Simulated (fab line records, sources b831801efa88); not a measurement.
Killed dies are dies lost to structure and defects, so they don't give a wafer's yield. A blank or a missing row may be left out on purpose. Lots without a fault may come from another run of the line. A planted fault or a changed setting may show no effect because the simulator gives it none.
A struck lot beside a sound one | flow sky130 | 44 steps out of a route of 708
Sound: wafers L879.1, L879.4, L879.5. Struck: wafers L890.3, L890.4, L890.5. The cause comes at the end.
At each step with rows: each side's tool, then ch and its chambers, then its first start. Under that, the readings that differ: sound wafers | struck wafers | difference of the means | sigmas: that difference in standard deviations of wafers without a fault.
alike: readings whose means differ by less than 2 such deviations, and words and numbers that are the same on both sides. not compared: withheld readings, readings that some wafer has no value for, bounds like >300 that may hide the same value, and numbers for which the record gives no deviation and whose values overlap.
The two part at a step that has a row with sigmas, a row that says differs or no value, or rows on one side only. Numbers that don't overlap but have no deviation are shown without sigmas and don't part them. A reading that every wafer of one side lacks parts them only if that side has two wafers or more.

first, 6 steps without rows for these wafers: SKY_LDD_HVP_HMDS_01 (prime time 60 s); SKY_LDD_HVP_COAT_02 (resist thk 300 nm); SKY_LDD_HVP_SOFTBAKE_03 (time 60 s); SKY_LDD_HVP_EXPOSE_04 (exposes mask HVPTM, target cd 700 nm); SKY_LDD_HVP_PEB_05; SKY_LDD_HVP_DEVELOP_06 (develop time 60 s).
SKY_LDD_HVP_OVL_MEAS_07:
  sound on overlay-02, day 21 20:58; struck on overlay-02, day 26 02:42
  alike: LDD_HVP_OVL
then, 1 step without rows for these wafers: SKY_LDD_HVP_IMPLANT_08.
SKY_LDD_HVP_STRIP_09: strips in O2/N2.
  sound on plasma_asher-01 ch 0,1, day 21 21:14; struck on plasma_asher-02 ch 0,1, day 26 02:54
  alike: drypump_motor_current_A, n2_flow_sccm, oes_product_au, strip_time_to_endpoint_s
  not compared: rf_hours_counter_h
SKY_LDD_HVP_TW_MEAS_10:
  sound on film_metro-01, day 21 21:20; struck on film_metro-04, day 26 02:59
  alike: LDD_HVP_TW
then, 2 steps without rows for these wafers: SKY_LDD_LDN_DEHYDRATE_00 (time 60 s); SKY_LDD_LDN_HMDS_01 (prime time 60 s).
SKY_LDD_LDN_COAT_02: resist thk 1140 nm.
  sound on litho_track-02 ch 0, day 22 12:17; struck on litho_track-01, day 26 16:46
  no value came back on the struck wafers for chill_plate_temp_C (C), dispense_pressure_kPa (kPa); on the sound wafers chill_plate_temp_C (C) reads 23.04 23.01 23.07
then, 4 steps without rows for these wafers: SKY_LDD_LDN_SOFTBAKE_03 (time 60 s); SKY_LDD_LDN_EXPOSE_04 (exposes mask LDNTM, target cd 700 nm); SKY_LDD_LDN_PEB_05; SKY_LDD_LDN_DEVELOP_06 (develop time 60 s).
SKY_LDD_LDN_OVL_MEAS_07:
  sound on overlay-01, day 23 03:16; struck on overlay-01, day 27 07:50
  reading          | sound        | struck | difference                    | sigmas
  LDD_LDN_OVL (nm) | 0.7 -1.1 1.3 | - - -  | no value on the struck wafers |
then, 5 steps without rows for these wafers: SKY_LDD_LDN_IMPLANT_08; SKY_LDD_LDN_IMPLANT_09; SKY_LDD_LDN_IMPLANT_10; SKY_LDD_LDN_IMPLANT_11; SKY_LDD_LDN_STRIP_12 (strips in O2/N2).
SKY_LDD_LDN_TW_MEAS_13:
  sound on film_metro-01, day 23 04:01; struck on film_metro-01, day 27 08:35
  alike: LDD_LDN_TW
then, 2 steps without rows for these wafers: SKY_LDD_LDN_CLEAN_14 (cleans in SC1/SC2, time 150 s); SKY_SPACER_CVD_00 (deposits Si3N4 from DCS/NH3, target thk 43.1 nm, time 740 s).
SKY_SPACER_THK_MEAS_01:
  sound on film_metro-04, day 23 05:19; struck on film_metro-04, day 27 09:54
  alike: SPACER_CVD_00_THK
SKY_SPACER_ETCHBACK_02: etches Si3N4 in CH3F/O2, stops on SiO2, time 46.7 s, target depth 45 nm.
  sound on rie_diel-03 ch 1,3, day 23 05:23; struck on rie_diel-03 ch 2,3, day 27 09:56
  alike: drypump_motor_current_A, oes_product_au, throttle_valve_pct
  not compared: rf_hours_counter_h
then, 8 steps without rows for these wafers: SKY_POLY_CUT_DEHYDRATE_00 (time 60 s); SKY_POLY_CUT_HMDS_01 (prime time 60 s); SKY_POLY_CUT_COAT_02 (resist thk 60 nm); SKY_POLY_CUT_COAT_03 (resist thk 450 nm); SKY_POLY_CUT_SOFTBAKE_04 (time 90 s); SKY_POLY_CUT_EXPOSE_05 (exposes mask NPCM, target cd 270 nm); SKY_POLY_CUT_PEB_06; SKY_POLY_CUT_DEVELOP_07 (develop time 60 s).
SKY_POLY_CUT_CD_MEAS_08: target cd 270 nm.
  sound on cd_sem-02, day 24 10:50; struck on cd_sem-02, day 28 14:51
  reading    | sound             | struck            | difference | sigmas
  cd_nm (nm) | 271.5 272.7 271.9 | 268.3 269.7 268.0 | -3.4       | -2
SKY_POLY_CUT_OVL_MEAS_09:
  sound on overlay-01, day 24 10:57; struck on overlay-02, day 28 14:56
  alike: POLY_CUT_OVL
SKY_POLY_CUT_ETCH_10: etches BARC in N2/H2, stops on SiO2, time 45.9 s, target depth 60 nm.
  sound on rie_diel-04 ch 1,2,3, day 24 10:59; struck on rie_diel-01 ch 0,1,2, day 28 14:58
  alike: drypump_motor_current_A, n2_flow_sccm, oes_product_au, throttle_valve_pct
  not compared: rf_hours_counter_h
SKY_POLY_CUT_ETCH_11: etches Si3N4 in CF4/CH2F2/Ar, stops on poly-Si, time 42.5 s, target depth 60 nm.
  sound on rie_diel-04 ch 1,2,3, day 24 11:02; struck on rie_diel-01 ch 0,1,2, day 28 15:01
  alike: drypump_motor_current_A, oes_product_au, throttle_valve_pct
  not compared: rf_hours_counter_h
SKY_POLY_CUT_STRIP_12: strips in O2/N2.
  sound on plasma_asher-02 ch 0,1, day 24 11:04; struck on plasma_asher-01 ch 0,1, day 28 15:05
  reading                      | sound             | struck            | difference | sigmas
  strip_time_to_endpoint_s (s) | 5.371 5.348 5.349 | 5.308 5.329 5.328 | -0.034     | -2
  alike: drypump_motor_current_A, n2_flow_sccm, oes_product_au
  not compared: rf_hours_counter_h
then, 1 step without rows for these wafers: SKY_SD_P_DEHYDRATE_00 (time 60 s).
-- the record jumps here: 2 days lie between the struck wafers' starts before and after (it left off in module SD_P and takes up again in module RES_XHIGH, whose first step shown is number 341 of the route) --
SKY_RES_XHIGH_TW_MEAS_09:
  sound on film_metro-03, day 26 22:44; struck on film_metro-03, day 30 22:35
  reading      | sound          | struck         | difference | sigmas
  RES_XHIGH_TW | 1638 1636 1637 | 1908 1913 1905 | +272       | +32
-- the record jumps here: 18 days lie between the struck wafers' starts before and after (it left off in module RES_XHIGH and takes up again in module PAD_OPEN, whose first step shown is number 708 of the route) --
SKY_PAD_OPEN_PROBE_99:
  sound on prober-01, day 45 21:14; struck on prober-01, day 48 17:08
  reading                                 | sound             | struck            | difference | sigmas
  model.etest.pfet_01v8.r_on_ohm_um       | 2874 2905 2887    | 8406 8398 8406    | +5515      |
  model.etest.tip_p_5v.rs_ohm_sq          | 2860 2857 2842    | 6908 6846 6957    | +4051      |
  model.etest.tip_n_5v.rs_ohm_sq          | 1394 1386 1402    | 1015 1009 1019    | -380       |
  model.etest.pfet_g5v0d10v5.r_on_ohm_um  | 4692 4678 4655    | 5031 4955 4909    | +290       |
  model.etest.tip_p_5v.rs_ohm_sq_range    | 84.04 105.9 79.36 | 260.7 180.4 161.1 | +111.0     |
  model.etest.pfet_01v8.drive_ua_um       | 197 194.7 194.4   | 63.63 63.86 63.48 | -131.71    |
  model.etest.pfet_01v8_hvt.drive_ua_um   | 144.7 144 143.8   | 41.81 42.04 41.7  | -102.32    |
  model.etest.sram_pfet_latch.drive_ua_um | 142.1 142.3 139.5 | 43.37 43.48 43.17 | -97.96     |

WHERE THEY PART
First at SKY_LDD_LDN_COAT_02; last, within this record, at SKY_RES_XHIGH_TW_MEAS_09.

WHY: what the simulator had put in
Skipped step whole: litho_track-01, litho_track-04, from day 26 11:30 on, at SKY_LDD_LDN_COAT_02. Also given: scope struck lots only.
